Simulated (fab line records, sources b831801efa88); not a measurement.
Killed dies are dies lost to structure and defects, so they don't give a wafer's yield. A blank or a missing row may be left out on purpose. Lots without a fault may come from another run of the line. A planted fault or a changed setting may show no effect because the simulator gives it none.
A struck lot beside a sound one | flow gf180mcu | 15 steps out of a route of 602
Sound: wafers L231.1, L231.3, L231.6. Struck: wafers L247.2, L247.3, L247.5. The cause comes at the end.
At each step with rows: each side's tool, then ch and its chambers, then its first start. Under that, the readings that differ: sound wafers | struck wafers | difference of the means | sigmas: that difference in standard deviations of wafers without a fault.
alike: readings whose means differ by less than 2 such deviations, and words and numbers that are the same on both sides. not compared: withheld readings, readings that some wafer has no value for, bounds like >300 that may hide the same value, and numbers for which the record gives no deviation and whose values overlap.
The two part at a step that has a row with sigmas, a row that says differs or no value, or rows on one side only. Numbers that don't overlap but have no deviation are shown without sigmas and don't part them. A reading that every wafer of one side lacks parts them only if that side has two wafers or more.

GF_V3_THK_MEAS_01:
  sound on film_metro-02, day 24 10:27; struck on film_metro-02, day 29 02:16
  alike: V3_CVD_00_THK
GF_V3_CVD_02: deposits SiO2 from TEOS, target thk 850 nm, time 94.851 s.
  sound on pecvd-01 ch 0,1,2, day 24 10:31; struck on pecvd-01 ch 0,1, day 29 02:19
  alike: heater_power_w, rf_fwd_power_W
GF_V3_THK_MEAS_03:
  sound on film_metro-04, day 24 10:35; struck on film_metro-01, day 29 02:24
  alike: V3_CVD_02_THK
GF_V3_CMP_04: polishes SiO2.
  sound on cmp-01 ch 0,1, day 24 10:38; struck on cmp-02 ch 1,2, day 29 02:27
  alike: motor_current_A, time_to_endpoint_s
GF_V3_BOW_MEAS_05:
  sound on film_metro-04, day 24 10:56; struck on film_metro-01, day 29 02:46
  alike: V3_BOW
then, 7 steps without rows for these wafers: GF_V3_DEHYDRATE_06 (time 60 s); GF_V3_HMDS_07 (prime time 60 s); GF_V3_COAT_08; GF_V3_COAT_09 (resist thk 1000 nm); GF_V3_SOFTBAKE_10 (time 60 s); GF_V3_EXPOSE_11 (exposes mask Via3, target cd 260 nm); GF_V3_PEB_12 (peb time 90 s).
GF_V3_DEVELOP_13: develop time 60 s.
  sound on litho_track-01 ch 0, day 25 09:08; struck on litho_track-03 ch 0, day 29 21:14
  reading              | sound             | struck            | difference | sigmas
  developer_temp_C (C) | 20.98 21.07 21.07 | 20.34 20.24 20.21 | -0.78      | -6
GF_V3_CD_MEAS_14: target cd 260 nm.
  sound on cd_sem-01, day 25 09:17; struck on cd_sem-01, day 29 21:22
  alike: cd_nm
GF_PASSIVATION_PROBE_99:
  the record has rows for the sound wafers here (prober-02, day 31 12:20) and none for the struck ones

WHERE THEY PART
First at GF_V3_DEVELOP_13; last, within this record, at GF_PASSIVATION_PROBE_99.

WHY: what the simulator had put in
Process parameter drift: litho_track-03, from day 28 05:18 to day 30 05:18, at GF_V3_DEVELOP_13. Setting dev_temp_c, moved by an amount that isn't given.
